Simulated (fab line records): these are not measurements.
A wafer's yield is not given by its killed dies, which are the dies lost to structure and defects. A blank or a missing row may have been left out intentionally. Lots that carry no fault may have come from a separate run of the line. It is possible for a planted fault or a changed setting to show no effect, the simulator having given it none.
A lot that was struck, set against a sound lot + flow sky130 + 32 steps out of a route of 708
Sound: wafers L674.3, L674.4, L674.5. Struck: wafer L688.2. (L688.5, L688.6 of the same lot were not struck and are left out.) The cause comes at the end.
For every step that has rows: the tool of each side, followed by ch and its chambers, followed by its first start. Under that, the readings that differ: sound wafers + struck wafers + difference of the means + sigmas: that difference in standard deviations of wafers without a fault.
alike: readings whose means differ by less than 2 such deviations, and words and numbers that are the same on both sides. not compared: withheld readings, readings that some wafer has no value for, bounds like >300 that may hide the same value, and numbers for which the record gives no deviation and whose values overlap.
The two part at a step that has a row with sigmas, a row that says differs or no value, or rows on one side only. When numbers do not overlap yet have no deviation, they are printed without sigmas and do not part them. A reading that every wafer of one side lacks parts them only if that side has two wafers or more.

first, 3 steps without rows for these wafers: SKY_VIA1_STRIP_17 (strips in post etch residue remover, time 1200 s); SKY_VIA1_CLEAN_18 (cleans in IPA, time 180 s); SKY_VIA1_CLEAN_19 (cleans in O3/DIW).
SKY_VIA1_SPUTTER_20: material TiN, target thk 20 nm, time 80 s.
  sound on pvd sputter-03, day 34 07:37; struck on pvd sputter-02, day 38 15:33
  alike: cathode dc power W, throttle valve pct
then, 1 step without rows for these wafers: SKY_VIA1_CVD_21 (deposits W, target thk 270 nm, time 80.902 s).
SKY_VIA1_RS_MEAS_22: uses a four-point probe to measure.
  sound on film metro-04, day 34 07:48; struck on film metro-03, day 38 15:43
| reading            | sound             | struck | difference | sigmas |
|--------------------|-------------------|--------|------------|--------|
| VIA1_W_RS (ohm/sq) | 0.424 0.427 0.429 | 0.411  | -0.016     | -2     |
SKY_VIA1_THK_MEAS_23: measures by xrf.
  sound on film metro-04, day 34 07:54; struck on film metro-03, day 38 15:50
| reading         | sound       | struck | difference | sigmas |
|-----------------|-------------|--------|------------|--------|
| VIA1_W_THK (nm) | 277 274 271 | 286    | +12        | +3     |
then, 3 steps without rows for these wafers: SKY_VIA1_CMP_24 (polishes, stops on SiO2, t overpolish 15 s, target thk 0 nm); SKY_METAL2_SPUTTER_00 (material Ti, target thk 15 nm, time 10 s); SKY_METAL2_SPUTTER_01 (material TiN, target thk 20 nm, time 16.7 s).
SKY_METAL2_SPUTTER_02: material AlCu, target thk 250 nm, time 13.3 s.
  sound on pvd sputter-01, day 34 08:17; struck on pvd sputter-01, day 38 16:14
  alike: cathode dc power W, throttle valve pct
SKY_METAL2_SPUTTER_03: material Ti, target thk 5 nm, time 3.3 s.
  sound on pvd sputter-01, day 34 08:19; struck on pvd sputter-01, day 38 16:15
  alike: cathode dc power W, throttle valve pct
SKY_METAL2_SPUTTER_04: material TiN, target thk 70 nm, time 58.3 s.
  sound on pvd sputter-01, day 34 08:20; struck on pvd sputter-01, day 38 16:16
| reading                                    | sound                | struck | difference | sigmas      |
|--------------------------------------------|----------------------|--------|------------|-------------|
| cathode dc power W (W)                     | 6499.4 6499.9 6498.6 | 7643.1 | +1143.8    | +99 or more |
| model.TiN_of_METAL2_SPUTTER_04.thk nm (nm) | 69.89 69.9 70.1      | 83.18  | +13.22     |             |
  alike: throttle valve pct
SKY_METAL2_RS_MEAS_05: uses a four-point probe to measure.
  sound on film metro-04, day 34 08:25; struck on film metro-03, day 38 16:20
  alike: METAL2_ALCU_RS
SKY_METAL2_THK_MEAS_06: measures by xrf.
  sound on film metro-04, day 34 08:31; struck on film metro-03, day 38 16:27
| reading              | sound       | struck | difference | sigmas |
|----------------------|-------------|--------|------------|--------|
| METAL2_ALCU_THK (nm) | 255 251 254 | 241    | -12        | -3     |
then, 8 steps without rows for these wafers: SKY_METAL2_DEHYDRATE_07 (time 60 s); SKY_METAL2_HMDS_08 (prime time 60 s); SKY_METAL2_COAT_09 (resist thk 60 nm); SKY_METAL2_COAT_10 (resist thk 450 nm); SKY_METAL2_SOFTBAKE_11 (time 90 s); SKY_METAL2_EXPOSE_12 (exposes mask MM2, target cd 140 nm); SKY_METAL2_PEB_13; SKY_METAL2_DEVELOP_14 (develop time 60 s).
SKY_METAL2_CD_MEAS_15: the cd target is 140 nm.
  sound on cd sem-02, day 35 10:49; struck on cd sem-02, day 39 17:05
  alike: cd nm
SKY_METAL2_OVL_MEAS_16:
  sound on overlay-01, day 35 10:54; struck on overlay-02, day 39 17:12
  alike: METAL2_OVL
SKY_METAL2_DESCUM_17: chemistry O2, time 8 s.
  sound on rie metal-04 ch 0,1, day 35 10:56; struck on rie metal-02 ch 1, day 39 17:14
| reading                | sound | struck | difference                   | sigmas |
|------------------------|-------|--------|------------------------------|--------|
| rf hours counter h (h) | - - - | 6      | no value on the sound wafers |        |
  alike: drypump motor current A, he backside leak sccm, oes product au
then, 2 steps without rows for these wafers: SKY_METAL2_ETCH_18 (etches BARC in N2/H2, stops on SiO2, time 45.9 s, target depth 60 nm); SKY_METAL2_METAL_ETCH_19 (etches the open film in Cl2/BCl3, stops on SiO2, target depth 360 nm, time 78 s).
SKY_METAL2_STRIP_20: strips in O2/N2.
  sound on plasma asher-04 ch 0,1, day 35 11:09; struck on plasma asher-03 ch 1, day 39 17:25
| reading                | sound | struck | difference                   | sigmas |
|------------------------|-------|--------|------------------------------|--------|
| rf hours counter h (h) | - - - | 50     | no value on the sound wafers |        |
  alike: drypump motor current A, oes product au, strip time to endpoint s
SKY_METAL2_STRIP_21: strips in post etch residue remover, time 1200 s.
  sound on wet bench-04 ch 3, day 35 11:13; struck on wet bench-03 ch 2, day 39 17:31
| reading                                    | sound             | struck | difference | sigmas |
|--------------------------------------------|-------------------|--------|------------|--------|
| model.TiN_of_METAL2_SPUTTER_04.thk nm (nm) | 69.47 69.48 69.67 | 82.77  | +13.23     |        |
then, 1 step without rows for these wafers: SKY_METAL2_CLEAN_22 (cleans in IPA, time 180 s).
-- the record jumps here: 10 days lie between the struck wafers' starts before and after (it left off in module METAL2 and takes up again in module PAD_OPEN, whose first step shown is number 708 of the route) --
SKY_PAD_OPEN_PROBE_99:
  sound on prober-01, day 46 00:15; struck on prober-01, day 49 07:44
| reading            | sound    | struck | difference | sigmas |
|--------------------|----------|--------|------------|--------|
| killed at contacts | 20 30 22 | 38     | +14        | +3     |
  alike: defect limited yield, killed_at_M0_to_M3, killed_at_M4_up, killed at front end, killed at other, killed dies, killed on rim, killed open, killed short, sort_bin_3_pad_short, sort_bin_5_function, sort_bin_6_memory, sort n pass, sort yield pct

WHERE THEY PART
Earliest at SKY_VIA1_RS_MEAS_22; latest, in this record, at SKY_PAD_OPEN_PROBE_99.

WHY: what had been put in by the simulator
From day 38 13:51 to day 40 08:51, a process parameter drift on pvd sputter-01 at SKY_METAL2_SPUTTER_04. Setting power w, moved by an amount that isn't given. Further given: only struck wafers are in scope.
